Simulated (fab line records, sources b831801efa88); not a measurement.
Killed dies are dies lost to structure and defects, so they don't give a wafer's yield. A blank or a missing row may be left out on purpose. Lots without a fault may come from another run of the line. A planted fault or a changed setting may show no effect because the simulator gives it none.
fab line records | flow sky130
record lots=13 wafers=39 last_day=49
route steps=708 shown LDD_P@266 LDD_HVP@287 SD_P@324 SD_N@349 PAD_OPEN@708
lots that met no fault: from a run of the same line without faults
start_h: hours from the record's first day to the start of the lot's first wafer shown | wait_h: hours since the lot's step before | " the same as in the row above | L1.1+2: a row that stands for several wafers | - no value, or no start given | * or withheld: withheld | < > ~ a bound
route shown NAME@n: a module of which the file shows steps, and the number in the route of the first | usual: mean/standard deviation of fault-free wafers | same: alike in all rows | chamber/n: place in a boat | sites: the reading at each site | _std_site: their standard deviation | _edge_site: outer sites' mean less inner sites' | radius_mm: how far each site lies from the wafer's centre | mask NAME#n: copy n | behind: the tool/chamber that last shaped the wafer | hold: why the lot was held/for how many hours/how that ended | device: the transistor (n, p or np) that didn't switch | end of line: the same wafers' tests at the end of the route | a step without rows: its recipe alone | killed: dies lost to structure and defects at the first sort, not the wafer's yield | map: a wafer's dies, x killed, . not, _ none there
set.NAME: the setting as run; set.NAME@STEP: as run at that earlier step | model.NAME: the simulator's own value behind a step, which no gauge read
steps of the route over a sample of lots; a table a step, a row a wafer
services: from which hour (start_h, from the record's first day; less than 0 if before it) a tool's chamber was out of use, for how many hours, and why
## steps
# step SKY_LDD_P_TW_MEAS_11
# usual LDD_P_TW=638/5.2
# columns lot.wafer tool chamber start_h wait_h LDD_P_TW
L339.3 film_metro-02 - 432.76 0.1 632
L339.4 " - " " 630
L339.6 " - " " 627
L340.1 film_metro-03 - 440.09 0.1 643
L340.4 " - " " 638
L340.5 " - " " 639
L341.1 film_metro-03 - 446.16 0.1 643
L341.3 " - " " 643
L341.5 " - " " 646
L342.1 film_metro-04 - 460.76 0.1 646
L342.2 " - " " 642
L342.5 " - " " 645
L344.1 film_metro-04 - 479.34 0.1 641
L344.3 " - " " 643
L344.4 " - " " 642
L346.2 film_metro-04 - 497.05 0.1 646
L346.3 " - " " 648
L346.6 " - " " 645
L347.2 film_metro-03 - 508.05 0.1 640
L347.3 " - " " 638
L347.4 " - " " 640
L348.1 film_metro-03 - 512.36 0.1 639
L348.4 " - " " 634
L348.6 " - " " 638
L349.2 film_metro-03 - 520.92 0.1 636
L349.3 " - " " 639
L349.5 " - " " 639
L350.1 film_metro-04 - 533.51 0.1 640
L350.3 " - " " 640
L350.6 " - " " 640
L351.3 film_metro-04 - 541.28 0.1 642
L351.4 " - " " 636
L351.5 " - " " 635
L355.1 film_metro-02 - 568.04 0.1 629
L355.2 " - " " 630
L355.4 " - " " 626
L358.1 film_metro-02 - 596.39 0.1 632
L358.3 " - " " 628
L358.4 " - " " 632
# step SKY_LDD_HVP_STRIP_09
# recipe chemistry=O2/N2 power_w=1400 pressure_mtorr=1500 platen_temp_c=withheld o2_flow_sccm=3000 n2_flow_sccm=300 overash_fraction=0.5
# usual drypump_motor_current_A=5.5/0.49 oes_product_au=0.408/0.0048 strip_time_to_endpoint_s=4.133/0.013
# columns lot.wafer tool chamber start_h wait_h drypump_motor_current_A oes_product_au rf_hours_counter_h strip_time_to_endpoint_s
L339.3 plasma_asher-01 1 495.56 0.1 6.2 0.411 - 4.153
L339.4 " 0 " " 5.3 0.422 - 4.152
L339.6 " 0 " " 5.3 0.409 - 4.128
L340.1 plasma_asher-01 0 500.68 0.1 5.3 0.407 38 4.141
L340.4 " 0 " " 5.3 0.407 - 4.125
L340.5 " 1 " " 6.2 0.412 - 4.139
L341.1 plasma_asher-01 1 507.63 0.1 6.2 0.411 38 4.137
L341.3 " 1 " " 6.2 0.406 - 4.130
L341.5 " 1 " " 6.2 0.408 - 4.145
L342.1 plasma_asher-01 0 521.98 0.1 5.3 0.404 40 4.125
L342.2 " 1 " " 6.2 0.401 40 4.141
L342.5 " 1 " " 6.1 0.400 - 4.119
L344.1 plasma_asher-02 0 539.92 0.1 6.2 0.405 83 4.148
L344.3 " 1 " " 5.1 0.400 - 4.120
L344.4 " 0 " " 6.2 0.416 - 4.130
L346.2 plasma_asher-04 1 557.62 0.1 5.1 0.411 13 4.150
L346.3 " 1 " " 5.1 0.410 - 4.136
L346.6 " 0 " " 5.2 0.407 - 4.124
L347.2 plasma_asher-02 1 567.17 0.1 5.1 0.419 86 4.140
L347.3 " 1 " " 5.1 0.405 - 4.143
L347.4 " 0 " " 6.3 0.409 - 4.154
L348.1 plasma_asher-04 0 571.58 0.1 5.2 0.406 14 4.144
L348.4 " 1 " " 5.1 0.411 - 4.145
L348.6 " 1 " " 5.1 0.406 - 4.138
L349.2 plasma_asher-04 1 580.17 0.1 5.1 0.412 15 4.127
L349.3 " 1 " " 5.1 0.413 - 4.116
L349.5 " 0 " " 5.2 0.406 - 4.121
L350.1 plasma_asher-04 1 592.12 0.1 5.1 0.402 16 4.121
L350.3 " 0 " " 5.2 0.411 - 4.110
L350.6 " 0 " " 5.2 0.405 - 4.128
L351.3 plasma_asher-01 1 599.95 0.1 6.2 0.406 - 4.139
L351.4 " 0 " " 5.3 0.402 - 4.129
L351.5 " 1 " " 6.2 0.401 - 4.125
L355.1 plasma_asher-02 0 625.97 0.1 6.2 0.410 92 4.116
L355.2 " 1 " " 5.1 0.399 92 4.117
L355.4 " 0 " " 6.2 0.407 - 4.103
L358.1 plasma_asher-02 0 654.28 0.1 6.3 0.416 95 4.152
L358.3 " 0 " " 6.2 0.414 - 4.145
L358.4 " 1 " " 5.1 0.408 - 4.137
# step SKY_SD_P_EXPOSE_04
# recipe mask_id=PSDM na=0.6 source_shape=conventional sigma_outer=0.6 polarization=unpolarized target_cd_nm=380 dose_mj=138
# columns lot.wafer tool chamber start_h wait_h mask
L339.3+4+6 iline_stepper-01 0 573.00 - PSDM#0
L340.1+4+5 iline_stepper-02 0 577.75 - PSDM#0
L341.1+3+5 iline_stepper-01 0 585.09 - PSDM#0
L342.1+2+5 iline_stepper-01 0 598.51 - PSDM#0
L344.1+3+4 iline_stepper-02 0 616.35 - PSDM#0
L346.2+3+6 iline_stepper-02 0 635.31 - PSDM#0
L347.2+3+4 iline_stepper-02 0 642.90 - PSDM#0
L348.1+4+6 iline_stepper-01 0 646.10 - PSDM#0
L349.2+3+5 iline_stepper-02 0 654.58 - PSDM#0
L350.1+3+6 iline_stepper-02 0 666.38 - PSDM#0
L351.3+4+5 iline_stepper-02 0 675.43 - PSDM#0
L355.1+2+4 iline_stepper-01 0 698.54 - PSDM#0
L358.1+3+4 iline_stepper-01 0 727.76 - PSDM#0
# step SKY_SD_P_OVL_MEAS_08
# usual SD_P_OVL=-0.2/1.4
# columns lot.wafer tool chamber start_h wait_h SD_P_OVL[nm]
L339.3 overlay-01 - 587.23 0.1 0.8
L339.4 " - " " 0.8
L339.6 " - " " 0.9
L340.1 overlay-01 - 591.42 0.1 -1.1
L340.4 " - " " -1.5
L340.5 " - " " -0.1
L341.1 overlay-02 - 598.87 0.1 -1.2
L341.3 " - " " -0.9
L341.5 " - " " -0.3
L342.1 overlay-02 - 613.32 0.1 0.0
L342.2 " - " " 0.1
L342.5 " - " " -0.8
L344.1 overlay-02 - 630.47 0.1 -1.6
L344.3 " - " " -0.6
L344.4 " - " " -1.7
L346.2 overlay-02 - 649.83 0.1 -1.5
L346.3 " - " " -2.4
L346.6 " - " " -1.5
L347.2 overlay-01 - 656.58 0.1 0.3
L347.3 " - " " -0.5
L347.4 " - " " -0.5
L348.1 overlay-01 - 659.86 0.1 2.3
L348.4 " - " " 2.1
L348.6 " - " " 2.7
L349.2 overlay-01 - 669.23 0.1 -53.0
L349.3 " - " " -52.7
L349.5 " - " " -53.1
L350.1 overlay-01 - 680.32 0.1 -52.9
L350.3 " - " " -52.5
L350.6 " - " " -53.4
L351.3 overlay-02 - 688.78 0.1 -51.4
L351.4 " - " " -52.9
L351.5 " - " " -51.9
L355.1 overlay-01 - 711.92 0.1 -1.6
L355.2 " - " " -2.1
L355.4 " - " " -1.3
L358.1 overlay-02 - 741.32 0.1 1.7
L358.3 " - " " 0.3
L358.4 " - " " 0.6
# step SKY_SD_N_CD_MEAS_07
# recipe target_cd_nm=380
# usual cd_nm=380.1/3
# columns lot.wafer tool chamber start_h wait_h cd_nm
L339.3 cd_sem-01 - 644.94 0.1 383.0
L339.4 " - " " 381.5
L339.6 " - " " 385.1
L340.1 cd_sem-02 - 650.43 0.1 379.1
L340.4 " - " " 380.4
L340.5 " - " " 379.3
L341.1 cd_sem-01 - 657.00 0.1 378.6
L341.3 " - " " 380.1
L341.5 " - " " 380.2
L342.1 cd_sem-02 - 670.30 0.1 376.0
L342.2 " - " " 375.7
L342.5 " - " " 377.0
L344.1 cd_sem-02 - 687.45 0.1 381.9
L344.3 " - " " 382.1
L344.4 " - " " 384.4
L346.2 cd_sem-01 - 706.32 0.1 381.5
L346.3 " - " " 379.3
L346.6 " - " " 376.9
L347.2 cd_sem-01 - 712.45 0.1 381.2
L347.3 " - " " 380.6
L347.4 " - " " 379.5
L348.1 cd_sem-02 - 715.30 0.1 383.4
L348.4 " - " " 382.5
L348.6 " - " " 383.6
L349.2 cd_sem-01 - 725.47 0.1 382.0
L349.3 " - " " 381.9
L349.5 " - " " 381.6
L350.1 cd_sem-01 - 735.45 0.1 380.9
L350.3 " - " " 377.8
L350.6 " - " " 375.8
L351.3 cd_sem-02 - 744.17 0.1 377.9
L351.4 " - " " 376.3
L351.5 " - " " 374.6
L355.1 cd_sem-01 - 765.90 0.1 382.3
L355.2 " - " " 384.2
L355.4 " - " " 382.7
L358.1 cd_sem-01 - 793.53 0.3 384.9
L358.3 " - " " 381.7
L358.4 " - " " 383.2
# step SKY_PAD_OPEN_PROBE_99
# usual killed_at_M0_to_M3=43/6.5 killed_at_M4_up=3.1/1.8 killed_at_contacts=24/5.6 killed_at_front_end=15/4.2 killed_at_other=0.3/0.5 killed_dies=86/8.9 killed_open=47/6.9 killed_short=39/5.9
# same gross_dies=492 killed_at_back_side=0
# columns lot.wafer tool chamber start_h wait_h killed_at_M0_to_M3 killed_at_M4_up killed_at_contacts killed_at_front_end killed_at_other killed_dies killed_open killed_short
L351.5 prober-02 - 1145.48 0.2 37 5 25 13 0 80 42 38
# killed by level:class
L351.5 CONTACT:geometric_particle:open=8 VIA1:geometric_particle:open=8 VIA1:geometric_particle:short=7 VIA3:geometric_particle:open=6 CONTACT:geometric_particle:short=5 VIA2:geometric_particle:open=5 LI_CONTACT:geometric_particle:short=4 LI_CONTACT:geometric_particle:open=4
## services
# columns tool chamber start_h hours kind
plasma_asher-02 - 489.08 8.1 repair
iline_stepper-01 - 559.31 1.7 pm
plasma_asher-01 - 562.07 1.5 repair
iline_stepper-01 - 586.00 3.8 repair
plasma_asher-02 - 618.76 0.7 repair
plasma_asher-01 - 636.05 6.1 repair
iline_stepper-02 - 644.69 1.2 repair
iline_stepper-02 - 645.99 6.8 repair
iline_stepper-02 - 668.61 4.4 pm
plasma_asher-04 - 672.66 10.0 pm
iline_stepper-02 - 689.86 1.7 pm
plasma_asher-04 - 690.14 21.0 repair
iline_stepper-02 - 693.10 2.7 repair
plasma_asher-01 - 694.85 2.8 pm
## key
first_sign step=SKY_SD_P_OVL_MEAS_08 reading=SD_P_OVL direction=down sigmas=37 usual=-0.2 struck=-52.7
effect none on later readings
met_at SKY_SD_P_EXPOSE_04
struck_lots L349,L350,L351
tester_left_out L349,L350,L351
not_acting_at SKY_LDD_P_TW_MEAS_11,SKY_LDD_HVP_STRIP_09,SKY_SD_N_CD_MEAS_07
onset_between 642.90 654.58
fault kind=scanner_matching_overlay tool=iline_stepper-02 chamber=- onset_h=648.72 steps=SKY_SD_P_EXPOSE_04 offset=-51.823
# tester_left_out: of these lots the tester's yield and bins aren't shown, on N5 and GAA mostly nor the transistor test; their killed dies are dies lost to structure and defects alone, not to doping, threshold or leakage, so they don't give the yield
